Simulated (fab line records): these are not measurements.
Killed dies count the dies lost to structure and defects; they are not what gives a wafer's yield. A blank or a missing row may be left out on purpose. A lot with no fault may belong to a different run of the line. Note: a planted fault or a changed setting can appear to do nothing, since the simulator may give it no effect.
What tool caused it?	flow sky130	12 lots with 36 wafers sampled at 5 steps, on a route of 708 steps

== WHAT THE GAUGES READ, wafer by wafer ==
SKY_LDD_HVP_TW_MEAS_10. Usual: for LDD_HVP_TW the level is 456 and the standard deviation is 3.4.
lot	measured	on	LDD_HVP_TW	flag
L323	day 21 23:43	film metro-03	457 458 459	
L326	day 22 19:25	film metro-03	459 461 461	
L327	day 23 09:17	film metro-03	460 464 460	
L328	day 23 21:54	film metro-02	455 450 451	
L330	day 24 15:39	film metro-02	458 456 457	
L331	day 24 22:32	film metro-04	453 449 448	
L333	day 25 15:35	film metro-03	459 459 460	
L334	day 25 23:42	film metro-02	456 455 455	
L339	day 27 13:24	film metro-02	453 455 453	
L340	day 27 21:05	film metro-04	430 431 433	OFF
L341	day 28 02:29	film metro-04	453 451 454	
L343	day 28 18:41	film metro-02	432 433 433	OFF

SKY_LI_CONTACT_OVL_MEAS_13. Usual: for LI_CONTACT_OVL the level is 1 nm and the standard deviation is 5.
lot	measured	on	LI_CONTACT_OVL (nm)	flag
L323	day 29 10:14	overlay-02	-13 -7 -4	
L326	day 30 04:31	overlay-02	7 0 5	
L327	day 30 17:10	overlay-01	5 -1 5	
L328	day 31 05:53	overlay-02	3 2 0	
L330	day 31 23:19	overlay-02	3 3 -2	
L331	day 32 11:07	overlay-02	-3 -1 -2	
L333	day 32 22:11	overlay-01	-1 1 -6	
L334	day 33 04:26	overlay-01	2 3 -5	
L339	day 34 12:39	overlay-01	0 -3 4	
L340	day 35 01:55	overlay-01	1 -7 -9	
L341	day 35 04:49	overlay-02	0 5 -3	
L343	day 35 19:10	overlay-01	3 5 8	

== WHAT TOOL EACH LOT RAN ON (gives the tool, then ch and the chambers of the sampled wafers, and finally the start) ==
lot	SKY_NWELL_STRIP_14	SKY_POLY_GATE_ETCH_16	SKY_LDD_HVP_IMPLANT_08
L323	plasma asher-03 ch 0, day 4 19:08	rie diel-02 ch 0,2,3, day 16 17:05	implanter-01 ch 0, day 21 23:29
L326	plasma asher-03 ch 0,1, day 5 11:38	rie diel-03 ch 1,2,3, day 17 14:10	implanter-03 ch 0, day 22 19:10
L327	plasma asher-01 ch 0,1, day 5 20:16	rie diel-03 ch 0,1,3, day 18 04:16	implanter-03 ch 0, day 23 09:04
L328	plasma asher-01 ch 0, day 5 22:29	rie diel-02 ch 0,2,3, day 18 15:05	implanter-04 ch 0, day 23 21:40
L330	plasma asher-03 ch 0,1, day 6 12:47	rie diel-04 ch 0,1,3, day 19 08:44	implanter-04 ch 0, day 24 15:25
L331	plasma asher-01 ch 0,1, day 6 21:11	rie diel-03 ch 0,3, day 19 18:26	implanter-03 ch 0, day 24 22:17
L333	plasma asher-02 ch 0,1, day 7 05:53	rie diel-02 ch 0,1,2, day 20 12:50	implanter-01 ch 0, day 25 15:20
L334	plasma asher-02 ch 0,1, day 7 13:26	rie diel-04 ch 1,2,3, day 20 21:01	implanter-01 ch 0, day 25 23:28
L339	plasma asher-01 ch 0,1, day 8 16:08	rie diel-03 ch 0,1,3, day 22 13:02	implanter-04 ch 0, day 27 13:10
L340	plasma asher-02 ch 0, day 8 20:53	rie diel-02 ch 2,3, day 22 18:47	implanter-03 ch 0, day 27 20:50
L341	plasma asher-02 ch 0,1, day 9 03:32	rie diel-02 ch 0,1,3, day 23 02:14	implanter-01 ch 0, day 28 02:14
L343	plasma asher-01 ch 0,1, day 9 15:20	rie diel-04 ch 1,3, day 23 20:26	implanter-03 ch 0, day 28 18:26
- SKY_NWELL_STRIP_14: strips in O2/N2.
- SKY_POLY_GATE_ETCH_16: etches Si3N4 in CH3F/O2, stops on poly-Si, time 147.5 s, target depth 75 nm.
- SKY_LDD_HVP_IMPLANT_08

== WHAT THE TOOLS THEMSELVES READ (means of the sampled wafers that have a number; where no wafer has one, the mark that the record gives instead) ==
SKY_NWELL_STRIP_14. Usual: drypump motor current A 5.8 A, standard deviation 0.4; o2 flow sccm 3002 sccm, standard deviation 9.4; oes product au 0.722 a.u., standard deviation 0.0049; strip time to endpoint s 36.89 s, standard deviation 0.12.
lot	tool	drypump motor current A (A)	o2 flow sccm (sccm)	oes product au (a.u.)	strip time to endpoint s (s)	flag
L323	plasma asher-03	6.4	2995	0.717	36.98	
L326	plasma asher-03	5.7	2997	0.721	36.61	
L327	plasma asher-01	5.9	3000	0.725	37.16	
L328	plasma asher-01	5.7	3001	0.722	36.89	
L330	plasma asher-03	6.0	3002	0.719	36.96	
L331	plasma asher-01	5.8	3009	0.720	36.88	
L333	plasma asher-02	5.6	2998	0.719	36.93	
L334	plasma asher-02	5.5	2990	0.727	36.90	
L339	plasma asher-01	5.8	2998	0.728	36.89	
L340	plasma asher-02	5.4	3001	0.715	36.84	
L341	plasma asher-02	5.6	2999	0.720	37.10	
L343	plasma asher-01	5.8	3006	0.724	36.96	

SKY_POLY_GATE_ETCH_16. Usual: drypump motor current A 5.7 A, standard deviation 0.48; oes product au 0.641 a.u., standard deviation 0.0053; throttle valve pct 10.537 %, standard deviation 0.0088.
lot	tool	drypump motor current A (A)	oes product au (a.u.)	throttle valve pct (%)	flag
L323	rie diel-02	6.0	0.636	10.532	
L326	rie diel-03	5.8	0.639	10.542	
L327	rie diel-03	6.2	0.640	10.542	
L328	rie diel-02	5.9	0.646	10.531	
L330	rie diel-04	5.5	0.642	10.543	
L331	rie diel-03	6.4	0.642	10.534	
L333	rie diel-02	5.8	0.636	10.539	
L334	rie diel-04	5.4	0.646	10.535	
L339	rie diel-03	6.2	0.634	10.529	
L340	rie diel-02	6.1	0.642	10.541	
L341	rie diel-02	5.7	0.641	10.545	
L343	rie diel-04	5.7	0.640	10.534	

SKY_LDD_HVP_IMPLANT_08. Usual: dose ions cm2 1.7004e+13, standard deviation 2e+10; faraday current uA 95.8, standard deviation 2.
lot	tool	dose ions cm2	faraday current uA	flag
L323	implanter-01	1.6966e+13	94.3	
L326	implanter-03	1.7007e+13	96.6	
L327	implanter-03	1.6998e+13	95.3	
L328	implanter-04	1.7000e+13	96.6	
L330	implanter-04	1.6993e+13	96.0	
L331	implanter-03	1.7018e+13	96.7	
L333	implanter-01	1.6987e+13	95.6	
L334	implanter-01	1.7000e+13	96.1	
L339	implanter-04	1.7018e+13	93.5	
L340	implanter-03	1.4359e+13	80.0	OFF
L341	implanter-01	1.6995e+13	96.7	
L343	implanter-03	1.4363e+13	80.8	OFF

== THE ANSWER, worked out from the rows above alone ==
Rule: lot off if the mean of its wafers having a number is beyond 3 standard deviations from the usual mean. Also off: a lot with no number at a reading for which 4 or more lots have one. Where the step has rows for the other lots, those lots are counted as sound. The gauges are gone through in route order, then the tools' own readings, and for those a lot's mean is taken as printed above. At the first step where some lot is off, the reading lying furthest off is the one used; lots without a number count as furthest.
Off: at SKY_LDD_HVP_TW_MEAS_10 (LDD_HVP_TW), L340, L343.
A tool fits if, at a process step before that reading, it ran every lot that is off, and no sound lot after the first of them. Not tried: the gauges at SKY_LDD_HVP_TW_MEAS_10; whatever is off there is also off at SKY_LDD_HVP_IMPLANT_08, on other tools, and gauge error can't account for it. One candidate fits, namely implanter-03 at SKY_LDD_HVP_IMPLANT_08. Its last sound lot is L331 (day 24 22:17), its first lot that is off L340 (day 27 20:50): a fault that began between those two fits.
The tool's own readings at SKY_LDD_HVP_IMPLANT_08 bear it out: on the lots that are off they differ by more than 5 times the standard deviation of the sound lots' means. dose ions cm2 reads 1.4361e+13 there against 1.6998e+13 on the sound lots; faraday current uA reads 80.4 there against 95.7 on the sound lots.

== WHAT THE SIMULATOR HAD PUT IN ==
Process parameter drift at SKY_LDD_HVP_IMPLANT_08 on implanter-03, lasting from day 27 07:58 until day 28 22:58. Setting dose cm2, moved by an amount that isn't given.
Shown lots that were struck: L340, L343. This agrees with what the rule above found.
